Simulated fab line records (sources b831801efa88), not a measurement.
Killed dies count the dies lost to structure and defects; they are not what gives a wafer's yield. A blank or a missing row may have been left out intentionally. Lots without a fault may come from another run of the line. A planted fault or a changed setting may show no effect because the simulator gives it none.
Chamber matching	flow gf180mcu	4 sister chambers for GF_V2_ETCH_16 on rie_diel-02
The step etches BARC in N2/H2. 22 wafers are shown with their chamber, then 11 later ones without.

## WAFERS, EACH WITH ITS CHAMBER
wafer	chamber	drypump_motor_current_A (A)	rf_fwd_power_W (W)	chamber_pressure_mTorr (mTorr)
L075.3	3	5.97	498.5	30.023
L075.4	1	5.92	495.8	29.993
L075.6	0	6.03	496.3	30.005
L079.1	0	6.08	497.0	30.034
L079.2	2	5.59	496.5	30.062
L079.3	3	5.95	497.0	30.019
L080.3	0	6.05	497.1	30.035
L080.4	2	5.58	494.5	30.009
L080.6	2	5.57	494.0	29.960
L082.1	0	6.01	493.8	30.021
L082.3	1	5.93	495.1	30.044
L082.4	2	5.63	494.2	30.007
L083.2	2	5.62	492.5	30.002
L083.3	3	5.98	496.9	29.979
L083.5	3	5.98	495.9	29.991
L084.1	2	5.59	491.5	29.971
L084.2	3	5.96	494.7	30.007
L084.3	1	5.95	498.7	29.997
L085.3	2	5.61	493.7	30.033
L085.4	1	5.91	494.9	30.013
L085.6	1	5.91	494.9	29.946
L086.1	1	5.91	498.2	29.983

SIGNATURES (averages over the wafers above)
reading	chamber 0	chamber 1	chamber 2	chamber 3	scatter within a chamber
drypump_motor_current_A	6.0425	5.9217	5.5986	5.9680	0.0204
rf_fwd_power_W	496.050	496.267	493.843	496.600	1.58
chamber_pressure_mTorr	30.02375	29.99600	30.00629	30.00380	0.0284
Rule: for each reading, subtract the chamber's mean from the wafer's reading, divide by that reading's scatter and square the result; add these up over the readings and take the root, which gives the wafer's distance from the chamber. If the next closest chamber is less than 2 further off than the closest, the wafer can't be placed; otherwise it belongs to the closest. How the scatter is found: for the shown wafers, subtract from each reading the mean of its chamber, square and add these, divide the total by (wafers less chambers), then take the root.

## WAFERS WITHOUT THEIR CHAMBER
wafer	drypump_motor_current_A (A)	rf_fwd_power_W (W)	chamber_pressure_mTorr (mTorr)
L086.4	5.61	495.3	29.991
L086.5	5.93	499.1	29.960
L087.3	5.92	496.7	30.000
L087.4	5.60	494.0	29.946
L087.6	5.60	493.5	30.014
L094.1	6.03	498.1	29.942
L094.3	5.61	494.2	29.980
L094.4	5.97	496.4	29.976
L096.1	5.97	495.4	30.013
L096.2	5.60	493.9	29.990
L096.4	5.92	498.1	29.962

## CHAMBER TAKEN BY EACH
wafer	from the rows above	in truth
L086.4	2	2
L086.5	can't be placed: 1 or 3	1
L087.3	1	1
L087.4	2	2
L087.6	2	2
L094.1	can't be placed: 0 or 3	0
L094.3	2	2
L094.4	can't be placed: 3 or 1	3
L096.1	can't be placed: 3 or 1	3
L096.2	2	2
L096.4	can't be placed: 1 or 3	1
6 of 11 placed correctly. From these rows, 5 cannot be placed; in 5 the true chamber is one of the candidates. Placed wrongly: 0.
